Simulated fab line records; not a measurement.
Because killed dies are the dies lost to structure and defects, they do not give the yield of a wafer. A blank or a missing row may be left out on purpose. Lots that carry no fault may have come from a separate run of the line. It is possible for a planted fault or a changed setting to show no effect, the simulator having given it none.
The tool behind it: which one? ; flow sky130 ; 11 lots, 33 wafers sampled, at 3 steps of a route of 708

== WHAT THE GAUGES READ, wafer by wafer ==
SKY_SD_P_CD_MEAS_07 targets a cd of 380 nm. Usual: 379.6 nm for cd-nm, sd 2.1.
lot;measured;on;cd-nm (nm);flag
L210;day 25 09:43;cd-sem-02;379.7 381.1 378.6;
L214;day 26 12:24;cd-sem-01;378.8 380.3 382.9;
L216;day 27 22:53;cd-sem-02;377.7 380.2 380.4;
L218;day 28 13:18;cd-sem-02;380.2 380.9 383.7;
L219;day 28 16:39;cd-sem-02;384.5 379.6 382.2;
L227;day 31 10:55;cd-sem-02;378.2 380.2 380.0;
L229;day 32 05:53;cd-sem-02;377.9 378.1 376.9;
L230;day 32 12:47;cd-sem-01;380.2 380.2 381.4;
L231;day 32 13:59;cd-sem-01;382.9 383.4 383.9;
L232;day 32 19:40;cd-sem-02;375.6 377.1 374.8;
L233;day 33 08:01;cd-sem-01;380.1 380.2 380.4;

== EACH LOT AND THE TOOL THAT RAN IT (in order: tool; ch and the chambers of the sampled wafers; start) ==
lot;SKY_FIELD_ISO_ETCH_14;SKY_FIELD_ISO_STRIP_16
L210;rie-diel-01 ch 0,1,2, day 2 04:41;plasma-asher-02 ch 0,1, day 2 04:47
L214;rie-diel-03 ch 0,2,3, day 3 01:47;plasma-asher-02 ch 0,1, day 3 01:53
L216;rie-diel-03 ch 0,1,2, day 3 11:52;plasma-asher-02 ch 1, day 3 11:58
L218;rie-diel-03 ch 0,2, day 4 01:20;plasma-asher-03 ch 1, day 4 01:26
L219;rie-diel-03 ch 0,1,2, day 4 04:43;plasma-asher-03 ch 0, day 4 04:49
L227;rie-diel-04 ch 0,2,3, day 5 23:37;plasma-asher-02 ch 0,1, day 5 23:43
L229;rie-diel-03 ch 1,2,3, day 6 10:01;plasma-asher-03 ch 0,1, day 6 10:07
L230;rie-diel-01 ch 0,3, day 6 15:35;plasma-asher-02 ch 0,1, day 6 15:43
L231;rie-diel-03 ch 1,2,3, day 6 17:37;plasma-asher-04 ch 0,1, day 6 17:43
L232;rie-diel-04 ch 0,2,3, day 6 23:28;plasma-asher-03 ch 0,1, day 6 23:34
L233;rie-diel-04 ch 0,1, day 7 04:23;plasma-asher-04 ch 0, day 7 04:29
- SKY_FIELD_ISO_ETCH_14: etches BARC in N2/H2, stops on SiO2, time 45.9 s, target depth 60 nm.
- SKY_FIELD_ISO_STRIP_16: strips in O2/N2.

== AS READ BY THE TOOLS THEMSELVES (means over the sampled wafers that have a number; for cases with no such wafer, the mark the record gives instead) ==
SKY_FIELD_ISO_ETCH_14. Usual: chamber-pressure-mTorr 30.001 mTorr, standard deviation 0.027; drypump-motor-current-A 5.9 A, standard deviation 0.49; oes-product-au 0.855 a.u., standard deviation 0.0042; rf-fwd-power-W 495.3 W, standard deviation 2.1; throttle-valve-pct 13.224 %, standard deviation 0.0082.
lot;tool;chamber-pressure-mTorr (mTorr);drypump-motor-current-A (A);oes-product-au (a.u.);rf-fwd-power-W (W);throttle-valve-pct (%);flag
L210;rie-diel-01;30.015;5.9;0.854;495.4;13.231;
L214;rie-diel-03;29.985;6.0;0.853;493.9;13.233;
L216;rie-diel-03;30.000;6.1;0.855;415.0;13.224;OFF
L218;rie-diel-03;29.981;6.3;0.857;413.5;13.217;OFF
L219;rie-diel-03;30.002;6.1;0.858;415.7;13.226;OFF
L227;rie-diel-04;29.989;6.2;0.858;496.5;13.221;
L229;rie-diel-03;30.024;5.9;0.857;494.4;13.227;
L230;rie-diel-01;30.027;5.1;0.854;493.8;13.223;
L231;rie-diel-03;30.007;5.9;0.856;495.6;13.225;
L232;rie-diel-04;30.019;6.2;0.851;494.6;13.226;
L233;rie-diel-04;30.017;5.9;0.855;494.2;13.224;

SKY_FIELD_ISO_STRIP_16. Usual: chamber-pressure-mTorr 1500.0 mTorr, standard deviation 1.3; drypump-motor-current-A 6.2 A, standard deviation 0.35; o2-flow-sccm 3001 sccm, standard deviation 8.2; oes-product-au 0.378 a.u., standard deviation 0.0051; strip-time-to-endpoint-s 3.557 s, standard deviation 0.023.
lot;tool;chamber-pressure-mTorr (mTorr);drypump-motor-current-A (A);o2-flow-sccm (sccm);oes-product-au (a.u.);strip-time-to-endpoint-s (s);flag
L210;plasma-asher-02;1499.8;6.5;3004;0.373;3.512;
L214;plasma-asher-02;1499.8;6.5;3000;0.378;3.532;
L216;plasma-asher-02;1500.2;6.5;3001;0.378;3.632;OFF
L218;plasma-asher-03;1499.9;6.4;2992;0.373;3.635;OFF
L219;plasma-asher-03;1500.7;5.9;2983;0.382;3.620;
L227;plasma-asher-02;1500.1;6.5;3008;0.384;3.574;
L229;plasma-asher-03;1499.7;6.1;2995;0.372;3.569;
L230;plasma-asher-02;1501.1;6.5;3003;0.378;3.548;
L231;plasma-asher-04;1500.8;5.7;3001;0.383;3.572;
L232;plasma-asher-03;1499.4;6.3;2994;0.379;3.540;
L233;plasma-asher-04;1501.2;5.6;3011;0.378;3.550;

== THE ANSWER, worked out from the rows above alone ==
Rule: a lot counts as off when the mean over its wafers that have a number is more than 3 standard deviations away from the usual mean. A lot without any number at a reading at which 4 lots or more have one is off too. The other lots that the step has rows for count as sound. First the gauges in route order, then the tools' own readings, where a lot's mean is used as printed above. At the first step where some lot is off, the reading lying furthest off is the one used; lots without a number count as furthest.
Off at SKY_FIELD_ISO_ETCH_14 (rf-fwd-power-W): L216, L218, L219.
A tool fits if, at that step or a process step before it, it ran every lot that is off, and no sound lot after the first of them. None of those tried fits.

== WHAT HAD BEEN PUT IN BY THE SIMULATOR ==
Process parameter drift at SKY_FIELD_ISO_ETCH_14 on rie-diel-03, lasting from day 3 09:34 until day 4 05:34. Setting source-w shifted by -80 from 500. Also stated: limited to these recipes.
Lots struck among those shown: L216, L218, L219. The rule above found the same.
